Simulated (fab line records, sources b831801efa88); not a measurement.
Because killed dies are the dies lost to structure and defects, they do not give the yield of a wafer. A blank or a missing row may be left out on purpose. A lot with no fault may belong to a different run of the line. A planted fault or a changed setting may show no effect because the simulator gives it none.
A lot that was struck, set against a sound lot + flow sfq line + 24 steps out of a route of 325
Sound: the wafers L282.2, L282.5, L282.6. The struck wafers were L295.3, L295.4, L295.5. The cause is given at the end.
Each step with rows lists, per side, the tool, then ch with its chambers, then its first start. Under that, the readings that differ: sound wafers + struck wafers + difference of the means + sigmas: that difference in standard deviations of wafers without a fault.
alike: a reading whose means differ by less than 2 such deviations, as well as words and numbers matching on both sides. not compared: withheld readings; readings where some wafer has no value; bounds like >300 that might hide an equal value; numbers whose values overlap and for which the record gives no deviation.
Wherever a step has rows on one side only, a row that says differs or no value, or a row with sigmas, the two part there. Non-overlapping numbers with no deviation appear without sigmas and do not part them. Lack of a reading on every wafer of one side parts them only where that side has two or more wafers.

SFQ_TRILAYER_L0_BARC_OPEN_METAL_ETCH_010: etches BARC in O2, target depth 125 nm, time 41.7 s.
  sound on rie metal-02 ch 0,1, day 5 05:38; struck on rie metal-01 ch 0,1, day 8 21:45
  alike: bias w, chamber pressure mTorr, drypump motor current A, oes product au
  not compared: rf hours counter h
then, 1 step without rows for these wafers: SFQ_TRILAYER_L0_ETCH_METAL_ETCH_008 (etches MoNx KI in SF6/O2, stops on SiO2, target depth 50 nm, time 25 s).
SFQ_TRILAYER_L0_STRIP_STRIP_009: strips in O2.
  sound on rie metal-02 ch 0,1, day 5 05:44; struck on rie metal-01 ch 0,1, day 8 22:02
  alike: drypump motor current A, oes product au
  not compared: rf hours counter h
then, 1 step without rows for these wafers: SFQ_TRILAYER_L0_STRIP_SOLV_CLEAN_010 (cleans in NMP, time 600 s).
SFQ_TRILAYER_L0_CAP_PECVD_011: deposits SiO2 from SiH4/N2O, time 13.333 s, target thk 60 nm.
  sound on pecvd-04 ch 1,2, day 5 06:31; struck on pecvd-03 ch 1,2, day 8 22:37
  alike: heater power w, throttle valve pct
then, 6 steps without rows for these wafers: SFQ_TRILAYER_L0_VIA_LITHO_COAT_018 (resist thk 62 nm); SFQ_TRILAYER_L0_VIA_LITHO_COAT_013 (resist thk 650 nm); SFQ_TRILAYER_L0_VIA_LITHO_SOFTBAKE_017; SFQ_TRILAYER_L0_VIA_LITHO_EXPOSE_014 (exposes mask L0V, target cd 700 nm); SFQ_TRILAYER_L0_VIA_LITHO_PEB_016 (peb time 60 s); SFQ_TRILAYER_L0_VIA_LITHO_DEVELOP_015 (time 60 s).
-- the record jumps here: 4 days lie between the struck wafers' starts before and after --
SFQ_L0V_OVL_MEAS_903:
  sound on overlay-02 at day 9 03:44; struck on overlay-02 at day 13 00:02
  alike: L0V_OVL
SFQ_TRILAYER_L0_VIA_BARC_OPEN_VIA_ETCH_021: etches BARC in O2, target depth 125 nm, time 41.7 s.
  sound on rie diel-04 ch 0,1,3, day 9 03:46; struck on rie diel-04 ch 0,3, day 13 00:03
  no value came back on the struck wafers for bias w (W), chamber pressure mTorr (mTorr), drypump motor current A (A), oes product au (a.u.); on the sound wafers bias w (W) reads 80.58 80.01 80.08
| reading                                                 | sound             | struck            | difference | sigmas |
|---------------------------------------------------------|-------------------|-------------------|------------|--------|
| model.KrF_of_TRILAYER_L0_VIA_LITHO_COAT_013.thk nm (nm) | 572.8 567.4 573.8 | 628.4 626.6 627.1 | +56.0      |        |
  not compared: rf hours counter h
SFQ_TRILAYER_L0_VIA_ETCH_VIA_ETCH_016: etches SiO2 in CHF3, stops on MoNx KI, target depth 80 nm.
  sound on rie diel-04 ch 0,1,3, day 9 03:48; struck on rie diel-04 ch 0,3, day 13 00:05
| reading                                                 | sound             | struck            | difference | sigmas |
|---------------------------------------------------------|-------------------|-------------------|------------|--------|
| oes product au (a.u.)                                   | 0.842 0.832 0.835 | 0.373 0.374 0.367 | -0.465     | -64    |
| model.KrF_of_TRILAYER_L0_VIA_LITHO_COAT_013.thk nm (nm) | 559.1 553.8 560.1 | 614.7 613 613.4   | +56.0      |        |
  alike: bias w, chamber pressure mTorr, drypump motor current A
SFQ_TRILAYER_L0_VIA_STRIP_STRIP_017: strips in O2.
  sound on rie metal-01 ch 0,1, day 9 03:51; struck on rie metal-04 ch 0,1, day 13 00:20
  alike: drypump motor current A, oes product au
  not compared: rf hours counter h
then, 2 steps without rows for these wafers: SFQ_TRILAYER_L0_VIA_STRIP_SOLV_CLEAN_018 (cleans in NMP, time 600 s); SFQ_TRILAYER_M0_DEP_PRE_CLEAN_020 (time 15 s).
SFQ_TRILAYER_M0_DEP_SPUTTER_019: material Nb, target thk 200 nm, time 133.3 s.
  sound on pvd sputter-03 at day 9 04:39; struck on pvd sputter-05 at day 13 00:56
  alike: throttle valve pct
SFQ_M0_RS_MEAS_904: measurement is done with a four-point probe.
  sound on film metro-04 at day 9 04:46; struck on film metro-02 at day 13 01:04
  alike: M0_NB_RS
then, 3 steps without rows for these wafers: SFQ_TRILAYER_M0_LITHO_COAT_026 (resist thk 62 nm); SFQ_TRILAYER_M0_LITHO_COAT_021 (resist thk 600 nm); SFQ_TRILAYER_M0_LITHO_SOFTBAKE_025.
-- the record jumps here: 5 days lie between the struck wafers' starts before and after --
SFQ_TRILAYER_M0_LITHO_EXPOSE_022: exposes mask M0, target cd 500 nm.
  sound on krf scanner-02 ch 0, day 13 08:33; struck on krf scanner-02, day 18 07:48
  no value came back on the struck wafers for exposure dose mJ cm2, focus offset nm (nm), na; on the sound wafers exposure dose mJ cm2 reads 14.402 14.385 14.388
  alike: mask
then, 1 step without rows for these wafers: SFQ_TRILAYER_M0_LITHO_PEB_024 (peb time 60 s).

## WHERE THEY PART
At SFQ_TRILAYER_L0_VIA_BARC_OPEN_VIA_ETCH_021 first; at SFQ_TRILAYER_M0_LITHO_EXPOSE_022 last (within this record only).

WHY: what had been put in by the simulator
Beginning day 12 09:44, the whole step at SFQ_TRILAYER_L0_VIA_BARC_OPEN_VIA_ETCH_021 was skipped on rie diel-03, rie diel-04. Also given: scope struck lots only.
